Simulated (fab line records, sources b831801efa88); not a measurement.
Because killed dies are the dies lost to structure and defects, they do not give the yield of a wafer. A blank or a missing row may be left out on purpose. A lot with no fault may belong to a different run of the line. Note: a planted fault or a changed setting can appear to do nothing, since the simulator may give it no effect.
The same fault as seen by 2 desks / flow gf180mcu / only its own numbers are on each desk; what lay behind them is given at the end

THE TOOL OWNER'S DESK: krfScanner-01
The tool's own readings at GF_V2_EXPOSE_11 (exposes mask Via2, target cd 260 nm): means of the sampled wafers that have a number, for each lot that ran on this tool. The brackets show how far a lot's mean lies from the usual mean; more than 4 standard deviations puts the lot out of limits, marked OUT.
Columns: A = exposureDoseMJCm2 at GF_V2_EXPOSE_11, usual 37.99
lot=L300; first seen here=day 20 10:59; A=38.01
lot=L301; first seen here=day 20 19:29; A=37.93
lot=L302; first seen here=day 21 03:12; A=38.01
lot=L303; first seen here=day 21 08:50; A=37.99
lot=L315; first seen here=day 25 16:10; A=37.88
This desk found nothing out of limits on any of the 5 lots.

METROLOGY DESK
Lot by lot, what the gauges showed, no matter which tool ran the lot: averages of those sampled wafers that carry a number. The brackets show how far a lot's mean lies from the usual mean; more than 4 standard deviations puts the lot out of limits, marked OUT.
Columns: A = V2_BOW at GF_V2_BOW_MEAS_05, usual 99 um; B = V4_CVD_00_THK at GF_V4_THK_MEAS_01, usual 599 nm
lot=L299; first seen here=day 19 04:39; A=95; B=600
lot=L300; first seen here=day 19 22:56; A=109; B=596
lot=L301; first seen here=day 20 07:46; A=97; B=599
lot=L302; first seen here=day 20 14:38; A=94; B=597
lot=L303; first seen here=day 20 20:10; A=102; B=596
lot=L305; first seen here=day 22 01:23; A=105; B=603
lot=L315; first seen here=day 25 05:16; A=100; B=594
lot=L319; first seen here=day 26 07:04; A=95; B=600
lot=L322; first seen here=day 27 00:14; A=94; B=590
This desk found nothing out of limits on any of the 9 lots.

ALL TOGETHER
The desk of the tool owner found nothing out of limits.
From the metrology desk's view, nothing was out of limits.

WHAT WAS PUT IN BY THE SIMULATOR
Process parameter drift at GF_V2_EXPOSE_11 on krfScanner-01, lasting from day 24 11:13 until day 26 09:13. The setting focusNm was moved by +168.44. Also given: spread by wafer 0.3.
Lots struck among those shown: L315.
